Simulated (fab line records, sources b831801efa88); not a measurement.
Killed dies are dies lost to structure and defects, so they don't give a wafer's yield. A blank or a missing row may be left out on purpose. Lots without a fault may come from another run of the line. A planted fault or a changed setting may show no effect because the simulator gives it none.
One fault seen from 2 desks | flow sky130 | each desk has only its own numbers; what lay behind them comes last

THE TOOL OWNER'S DESK: cmp-01
The tool's own readings at SKY_VIA3_CMP_02 (polishes SiO2): means of the sampled wafers that have a number, for each lot that ran on this tool. A lot is out of limits, marked OUT, if its mean lies more than 4 standard deviations from the usual mean; the brackets give that distance.
Columns: A = motor_current_A at SKY_VIA3_CMP_02, usual 11.6 A
lot  | first seen here | A
L897 | day 40 03:44    | 11.5
L899 | day 40 06:48    | 12.0
L900 | day 40 07:42    | 11.8
L902 | day 40 19:03    | 11.9
L905 | day 41 22:53    | 11.2
L906 | day 42 03:20    | 11.7
This desk's finding: nothing out of limits on any of the 6 lots.

THE METROLOGY DESK
What the gauges read, lot by lot, whatever tool the lot ran on: means of the sampled wafers that have a number. A lot is out of limits, marked OUT, if its mean lies more than 4 standard deviations from the usual mean; the brackets give that distance.
Columns: A = CONTACT_W_RS at SKY_CONTACT_RS_MEAS_25, usual 0.340 ohm/sq
lot  | first seen here | A
L896 | day 32 08:36    | 0.340
L898 | day 33 04:25    | 0.338
L897 | day 33 06:08    | 0.336
L899 | day 33 12:48    | 0.343
L900 | day 33 13:56    | 0.344
L902 | day 34 00:20    | 0.336
L901 | day 34 03:09    | 0.341
L903 | day 34 11:55    | 0.340
L905 | day 35 06:40    | 0.343
L906 | day 35 11:40    | 0.335
L910 | day 36 15:23    | 0.345
L915 | day 37 22:18    | 0.341
This desk's finding: nothing out of limits on any of the 12 lots.

PUT TOGETHER
The tool owner's desk saw nothing out of limits.
The metrology desk saw nothing out of limits.

WHAT THE SIMULATOR HAD PUT IN
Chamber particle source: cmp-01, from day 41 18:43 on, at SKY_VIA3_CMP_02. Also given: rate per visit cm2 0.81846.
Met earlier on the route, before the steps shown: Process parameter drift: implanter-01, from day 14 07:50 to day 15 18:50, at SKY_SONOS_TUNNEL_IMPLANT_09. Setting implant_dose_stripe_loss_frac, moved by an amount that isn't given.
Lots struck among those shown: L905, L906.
